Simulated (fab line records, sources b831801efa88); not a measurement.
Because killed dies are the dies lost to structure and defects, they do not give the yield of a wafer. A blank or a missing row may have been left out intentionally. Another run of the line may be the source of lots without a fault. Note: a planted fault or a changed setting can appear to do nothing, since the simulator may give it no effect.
Struck lot and sound lot, side by side | flow sky130 | 14 out of 708 route steps
Sound: wafers L520.3, L520.4, L520.5. Wafers L513.2, L513.3, L513.5 were the ones struck. The cause comes at the end.
Per side, at each step with rows, come the tool, then ch with its chambers, and then its first start. Under that, the readings that differ: sound wafers | struck wafers | difference of the means | sigmas: that difference in standard deviations of wafers without a fault.
alike: readings with means less than 2 such deviations apart, plus words and numbers identical on both sides. not compared: withheld readings, readings lacking a value on some wafer, bounds such as >300 that could conceal the same value, and numbers that have no deviation in the record and whose values overlap.
A row with sigmas, a row that says differs or no value, or rows on one side alone: a step with any of these is where the two part. Non-overlapping numbers with no deviation appear without sigmas and do not part them. A reading that every wafer of one side lacks parts them only if that side has two wafers or more.

SKY_VIA2_ETCH_15: etches SiO2 in C4F8/O2/Ar, stops on TiN, target depth 546 nm, time 84 s.
  sound on rie-diel-04 ch 1,2, day 41 05:47; struck on rie-diel-04 ch 0,1,2, day 38 22:32
  alike: oes-product-au
  not compared: rf-hours-counter-h
SKY_VIA2_STRIP_16: strips in O2/N2.
  sound on plasma-asher-03 ch 0,1, day 41 05:53; struck on plasma-asher-04 ch 0,1, day 38 22:37
  alike: drypump-motor-current-A, oes-product-au, strip-time-to-endpoint-s
  not compared: rf-hours-counter-h
then, 5 steps without rows for these wafers: SKY_VIA2_STRIP_17 (strips in post etch residue remover, time 1200 s); SKY_VIA2_CLEAN_18 (cleans in IPA, time 180 s); SKY_VIA2_CLEAN_19 (cleans in O3/DIW); SKY_VIA2_SPUTTER_20 (material TiN, target thk 20 nm, time 80 s); SKY_VIA2_CVD_21 (deposits W, target thk 420 nm, time 126.4 s).
SKY_VIA2_RS_MEAS_22: measurement is done with a four-point probe.
  sound on film-metro-04, day 41 06:41; struck on film-metro-01, day 38 23:25
  alike: VIA2_W_RS
SKY_VIA2_THK_MEAS_23: measures by xrf.
  sound on film-metro-04, day 41 06:47; struck on film-metro-01, day 38 23:32
  alike: VIA2_W_THK
then, 1 step without rows for these wafers: SKY_VIA2_CMP_24 (polishes, stops on SiO2, t overpolish 20 s, target thk 0 nm).
SKY_METAL3_SPUTTER_00: material Ti, target thk 15 nm, time 10 s.
  sound on pvd-sputter-02, day 41 07:14; struck on pvd-sputter-04, day 38 23:53
  alike: cathode-dc-power-W, chamber-pressure-pa, throttle-valve-pct
SKY_METAL3_SPUTTER_01: material TiN, target thk 20 nm, time 16.7 s.
  sound on pvd-sputter-02, day 41 07:16; struck on pvd-sputter-04, day 38 23:54
  alike: cathode-dc-power-W, chamber-pressure-pa, throttle-valve-pct
SKY_METAL3_SPUTTER_02: material AlCu, target thk 735 nm, time 39.1 s.
  sound on pvd-sputter-02, day 41 07:17; struck on pvd-sputter-04, day 38 23:55
  no value came back on the struck wafers for cathode-dc-power-W (W), chamber-pressure-pa (Pa), throttle-valve-pct (%); on the sound wafers cathode-dc-power-W (W) reads 10597 10601 10599
SKY_METAL3_SPUTTER_03: material Ti, target thk 5 nm, time 3.3 s.
  sound on pvd-sputter-02, day 41 07:19; struck on pvd-sputter-04, day 38 23:58
  alike: cathode-dc-power-W, chamber-pressure-pa, throttle-valve-pct

## WHERE THEY PART
Only at SKY_METAL3_SPUTTER_02, as far as this record shows. Later steps at which nothing parts them and some readings are alike: SKY_METAL3_SPUTTER_03.

WHY: whatever the simulator had introduced
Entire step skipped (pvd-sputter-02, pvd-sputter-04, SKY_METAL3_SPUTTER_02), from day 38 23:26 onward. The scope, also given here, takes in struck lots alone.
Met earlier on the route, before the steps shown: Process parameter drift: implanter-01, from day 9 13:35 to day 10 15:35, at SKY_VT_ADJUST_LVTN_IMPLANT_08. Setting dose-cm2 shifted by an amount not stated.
